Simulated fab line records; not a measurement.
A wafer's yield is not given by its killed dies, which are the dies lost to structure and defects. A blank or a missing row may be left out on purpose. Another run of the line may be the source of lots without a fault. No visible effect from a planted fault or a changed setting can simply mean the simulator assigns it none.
The tool behind it: which one? :: flow sfq_line :: 15 lots with 45 wafers sampled at 2 steps, on a route of 325 steps

WHAT EACH GAUGE READ, for each wafer
SFQ_I0_BOW_MEAS_907.
lot: L588
measured: day 11 05:38
on: film_metro-04
I0_BOW (um): 0 -6 -5

lot: L589
measured: day 11 13:16
on: film_metro-03
I0_BOW (um): -11 -9 -7

lot: L591
measured: day 11 16:13
on: film_metro-04
I0_BOW (um): 5 -2 1

lot: L593
measured: day 11 22:13
on: film_metro-01
I0_BOW (um): 3 5 -4

lot: L595
measured: day 12 01:14
on: film_metro-04
I0_BOW (um): 1 -4 0

lot: L598
measured: day 12 16:32
on: film_metro-04
I0_BOW (um): 15 1 10

lot: L599
measured: day 12 19:53
on: film_metro-03
I0_BOW (um): -5 0 14

lot: L601
measured: day 13 05:28
on: film_metro-03
I0_BOW (um): -3 -10 -12 - - -

lot: L603
measured: day 13 10:14
on: film_metro-01
I0_BOW (um): -7 8 15 - - -

lot: L604
measured: day 13 21:47
on: film_metro-01
I0_BOW (um): -7 -8 -11 - - -

lot: L607
measured: day 19 23:22
on: film_metro-01
I0_BOW (um): 7 14 11

lot: L608
measured: day 20 22:06
on: film_metro-04
I0_BOW (um): -1 -1 4

lot: L609
measured: day 22 00:14
on: film_metro-01
I0_BOW (um): -5 4 -4

lot: L610
measured: day 22 01:15
on: film_metro-03
I0_BOW (um): -5 -7 -8

lot: L611
measured: day 22 03:13
on: film_metro-04
I0_BOW (um): 3 12 -2

EACH LOT AND THE TOOL THAT RAN IT (in order: tool; ch and the chambers of the sampled wafers; start)
lot: L588
SFQ_TRILAYER_I0_CMP_CMP_028: cmp-02 ch 0,2,3, day 11 02:37

lot: L589
SFQ_TRILAYER_I0_CMP_CMP_028: cmp-01 ch 1,3, day 11 10:13

lot: L591
SFQ_TRILAYER_I0_CMP_CMP_028: cmp-01 ch 0,1,2, day 11 14:13

lot: L593
SFQ_TRILAYER_I0_CMP_CMP_028: cmp-01 ch 0,1,2, day 11 19:13

lot: L595
SFQ_TRILAYER_I0_CMP_CMP_028: cmp-01 ch 0,3, day 11 22:43

lot: L598
SFQ_TRILAYER_I0_CMP_CMP_028: cmp-01 ch 1,2,3, day 12 13:30

lot: L599
SFQ_TRILAYER_I0_CMP_CMP_028: cmp-01 ch 0,2,3, day 12 17:52

lot: L601
SFQ_TRILAYER_I0_CMP_CMP_028: cmp-01 ch 0,1,2, day 13 02:28

lot: L603
SFQ_TRILAYER_I0_CMP_CMP_028: cmp-01 ch 1,2, day 13 07:14

lot: L604
SFQ_TRILAYER_I0_CMP_CMP_028: cmp-01 ch 1,2,3, day 13 19:17

lot: L607
SFQ_TRILAYER_I0_CMP_CMP_028: cmp-01 ch 1,2,3, day 19 20:52

lot: L608
SFQ_TRILAYER_I0_CMP_CMP_028: cmp-01 ch 0,1,3, day 20 20:05

lot: L609
SFQ_TRILAYER_I0_CMP_CMP_028: cmp-01 ch 1,2,3, day 21 21:13

lot: L610
SFQ_TRILAYER_I0_CMP_CMP_028: cmp-02 ch 0,1, day 21 22:43

lot: L611
SFQ_TRILAYER_I0_CMP_CMP_028: cmp-01 ch 1,2, day 22 00:13
- SFQ_TRILAYER_I0_CMP_CMP_028: polishes SiO2.

WHAT THE TOOLS THEMSELVES READ (means of the sampled wafers that have a number; where no wafer has one, the mark that the record gives instead)
SFQ_TRILAYER_I0_CMP_CMP_028.
lot: L588
tool: cmp-02
motor_current_A (A): 10.1
platen_rpm (rpm): 59.99
time_to_endpoint_s (s): 228

lot: L589
tool: cmp-01
motor_current_A (A): 10.4
platen_rpm (rpm): 60.02
time_to_endpoint_s (s): 222

lot: L591
tool: cmp-01
motor_current_A (A): 10.1
platen_rpm (rpm): 60.01
time_to_endpoint_s (s): 211

lot: L593
tool: cmp-01
motor_current_A (A): 10.4
platen_rpm (rpm): 60.00
time_to_endpoint_s (s): 210

lot: L595
tool: cmp-01
motor_current_A (A): 9.4
platen_rpm (rpm): 59.98
time_to_endpoint_s (s): 216

lot: L598
tool: cmp-01
motor_current_A (A): 9.9
platen_rpm (rpm): 59.99
time_to_endpoint_s (s): 214

lot: L599
tool: cmp-01
motor_current_A (A): 10.3
platen_rpm (rpm): 60.00
time_to_endpoint_s (s): 212

lot: L601
tool: cmp-01
motor_current_A (A): 10.5
platen_rpm (rpm): 59.99
time_to_endpoint_s (s): 198

lot: L603
tool: cmp-01
motor_current_A (A): 10.3
platen_rpm (rpm): 60.02
time_to_endpoint_s (s): 187

lot: L604
tool: cmp-01
motor_current_A (A): 10.1
platen_rpm (rpm): 59.99
time_to_endpoint_s (s): 189

lot: L607
tool: cmp-01
motor_current_A (A): 10.0
platen_rpm (rpm): 60.00
time_to_endpoint_s (s): 214

lot: L608
tool: cmp-01
motor_current_A (A): 10.6
platen_rpm (rpm): 59.98
time_to_endpoint_s (s): 211

lot: L609
tool: cmp-01
motor_current_A (A): 9.9
platen_rpm (rpm): 59.99
time_to_endpoint_s (s): 217

lot: L610
tool: cmp-02
motor_current_A (A): 9.4
platen_rpm (rpm): 59.99
time_to_endpoint_s (s): 219

lot: L611
tool: cmp-01
motor_current_A (A): 10.4
platen_rpm (rpm): 59.97
time_to_endpoint_s (s): 209

THE ANSWER, worked out from the rows above alone
Rule: what is usual is taken from the lots themselves. The widest of any qualifying gaps counts: lots, ordered by their means at a reading, are off when they make up no more than a third of the lots, leave a main group of 4 or more, and stand apart from it by 3 or more times the standard deviation of that group's means. Not used: any main group whose means are identical at the precision the tables above print for the reading. A lot without any number at a reading at which 4 lots or more have one is off too. Where the step has rows for the other lots, those lots are counted as sound. The gauges are gone through in route order, then the tools' own readings, and for those a lot's mean is taken as printed above. At the first step where some lot is off, the reading lying furthest off is the one used; lots without a number count as furthest.
No lot is off at any reading shown: from this, nothing can be told.

WHAT THE SIMULATOR PUT IN
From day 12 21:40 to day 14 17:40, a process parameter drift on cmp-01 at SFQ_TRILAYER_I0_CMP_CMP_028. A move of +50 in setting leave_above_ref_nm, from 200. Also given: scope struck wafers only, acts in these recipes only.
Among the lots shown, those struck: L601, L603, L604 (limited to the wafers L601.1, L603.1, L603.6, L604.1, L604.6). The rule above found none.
